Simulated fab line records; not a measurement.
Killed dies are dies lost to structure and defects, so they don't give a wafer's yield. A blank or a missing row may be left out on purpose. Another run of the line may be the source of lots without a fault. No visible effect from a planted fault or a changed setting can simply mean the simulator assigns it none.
Matching of chambers | flow gf180mcu | cmp-02 running GF_V1_CMP_04: 4 sister chambers
The step polishes SiO2. 4 wafers are shown with their chamber, then 7 later ones without.

WAFERS WITH THEIR CHAMBER
wafer  | chamber | motor-current-A (A)
L970.1 | 1       | 11.9
L981.1 | 0       | 10.6
L986.1 | 3       | 14.2
L986.3 | 2       | 14.3

WAFERS MISSING THEIR CHAMBER
wafer  | motor-current-A (A)
L986.5 | 11.6
L987.3 | 14.6
L987.4 | 10.5
L987.5 | 10.1
L988.1 | 15.4
L988.4 | 10.7
L988.5 | 14.7

CHAMBER TAKEN BY EACH
wafer  | from the rows above     | in truth
L986.5 | can't be placed: 1 or 0 | 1
L987.3 | can't be placed: 2 or 3 | 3
L987.4 | 0                       | 0
L987.5 | 0                       | 0
L988.1 | can't be placed: 2 or 3 | 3
L988.4 | 0                       | 0
L988.5 | can't be placed: 2 or 3 | 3
Placed correctly: 3 of 7. Unplaceable from these rows: 4, with the true chamber sitting among the candidates in 4. 0 placed wrongly.
How it was worked out, from the rows above alone: a wafer's distance from a chamber is the root of the sum, over the readings, of the square of ((its reading less the chamber's mean) divided by the reading's scatter). If the next closest chamber is less than 2 further off than the closest, the wafer can't be placed; otherwise it belongs to the closest. Each chamber's mean is taken over the wafers shown for it. The scatter: with one shown wafer a chamber, the root of the mean of the squares of how far each hidden wafer lies from its nearest shown one.
